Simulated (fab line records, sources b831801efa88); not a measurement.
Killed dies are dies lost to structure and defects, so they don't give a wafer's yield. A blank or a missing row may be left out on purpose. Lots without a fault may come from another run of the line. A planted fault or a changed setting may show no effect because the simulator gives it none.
Split-lot experiment | flow sfq_line | 5 lots, 23 wafers read, on a route of 325 steps

THE SPLIT
At SFQ_TRILAYER_A5C_DEP_PECVD_142 (deposits SiO2 from SiH4/N2O, time 15.556 s, target thk 70 nm), the setting time_s was moved away from the recipe's 15.556 s on 6 of the 23 wafers read, by -11.5% to +11.9%. The other wafers ran this setting at the recipe's value.

The reading is taken at the split's own step.

THE READING
SiO2_of_TRILAYER_A5C_DEP_PECVD_142.thk_nm (the simulator's own value, which no gauge read), in nm, at SFQ_TRILAYER_A5C_DEP_PECVD_142 (deposits SiO2 from SiH4/N2O, time 15.556 s, target thk 70 nm). The file gives no usual value for it. The 17 wafers here that ran the recipe average 70.10 nm, standard deviation 1.1 nm.

wafer  | tool, chamber at the split | time_s as run, s | against the recipe | SiO2_of_TRILAYER_A5C_DEP_PECVD_142.thk_nm, nm | against lot-mates on the recipe
L074.1 | pecvd-04, 1                | 15.556           | recipe             | 70.55                                         | -
L074.4 | pecvd-04, 1                | 15.556           | recipe             | 70.76                                         | -
L074.5 | pecvd-04, 0                | 15.556           | recipe             | 69.3                                          | -
L076.1 | pecvd-04, 2                | 15.556           | recipe             | 70.72                                         | -
L076.2 | pecvd-04, 0                | 13.76            | -11.5%             | 61.03                                         | -9.70
L076.3 | pecvd-04, 1                | 15.556           | recipe             | 70.73                                         | -
L076.4 | pecvd-04, 2                | 13.76            | -11.5%             | 63.29                                         | -7.44
L076.5 | pecvd-04, 0                | 15.556           | recipe             | 70.74                                         | -
L079.1 | pecvd-02, 0                | 15.556           | recipe             | 68.57                                         | -
L079.2 | pecvd-02, 2                | 15.556           | recipe             | 67.77                                         | -
L079.3 | pecvd-02, 1                | 15.556           | recipe             | 68.36                                         | -
L079.4 | pecvd-02, 1                | 15.556           | recipe             | 70.44                                         | -
L079.6 | pecvd-02, 0                | 15.556           | recipe             | 69.08                                         | -
L080.1 | pecvd-04, 1                | 15.556           | recipe             | 71.18                                         | -
L080.2 | pecvd-04, 2                | 16.23            | +4.3%              | 73.39                                         | +2.02
L080.4 | pecvd-04, 0                | 15.556           | recipe             | 70.78                                         | -
L080.5 | pecvd-04, 2                | 16.23            | +4.3%              | 75.16                                         | +3.79
L080.6 | pecvd-04, 1                | 15.556           | recipe             | 72.16                                         | -
L084.1 | pecvd-04, 1                | 15.556           | recipe             | 71.11                                         | -
L084.2 | pecvd-04, 2                | 15.556           | recipe             | 70.12                                         | -
L084.3 | pecvd-04, 0                | 15.556           | recipe             | 69.31                                         | -
L084.4 | pecvd-04, 0                | 17.4             | +11.9%             | 79.21                                         | +9.03
L084.5 | pecvd-04, 1                | 17.4             | +11.9%             | 80.81                                         | +10.63

THE FIT
A straight line over all 23 wafers: SiO2_of_TRILAYER_A5C_DEP_PECVD_142.thk_nm changes by +0.773 nm for each +1% of time_s; r = +0.96; the points scatter about the line by 1.2 nm.
The same after taking each lot's own level away (the mean of its wafers on the recipe; 23 wafers): +0.779 nm for each +1%; r = +0.98; scatter 0.84 nm.
On that fit, the largest move of time_s shifts the reading by 9.2 nm.
The lots' own levels span 68.844 to 71.373 nm, that is 2.2 times the standard deviation above.
So the lot-to-lot level changes the slope little: the two slopes agree.
Check: with one of the wafers moved furthest among these (+11.9%) left out of the fit, the line predicts +9.37 nm for it against its lot-mates. It came out at +9.03 nm against them.

OTHER SPLITS ON THESE WAFERS
These wafers also went through other splits before the reading. Each is held against what the fit with the lots' levels taken away leaves over:
other split on the same wafers                  | wafers away from the commonest value | r with SiO2_of_TRILAYER_A5C_DEP_PECVD_142.thk_nm (lot level and that fit taken away)
SFQ_TRILAYER_M2_BARC_OPEN_METAL_ETCH_077 time_s | 7                                    | -0.08
SFQ_TRILAYER_I2_CMP_CMP_064 leave_above_ref_nm  | 10                                   | +0.00
SFQ_TRILAYER_I2_VIA_ETCH_VIA_ETCH_070 bias_w    | 9                                    | -0.10
SFQ_TRILAYER_M4_LITHO_EXPOSE_094 dose_mj        | 10                                   | +0.03
SFQ_TRILAYER_I4_VIA_LITHO_COAT_103 spin_rpm     | 8                                    | -0.06
SFQ_TRILAYER_I4_VIA_LITHO_PEB_106 peb_temp_c    | 11                                   | +0.36
SFQ_TRILAYER_JJ_CE_LITHO_COAT_119 spin_rpm      | 5                                    | +0.12
SFQ_TRILAYER_JJ_CE_LITHO_PEB_117 peb_time_s     | 7                                    | -0.06

THE FILE'S OWN FIT
SiO2_of_TRILAYER_A5C_DEP_PECVD_142.thk_nm changes by +0.779 nm for each +1% of time_s, r = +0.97.
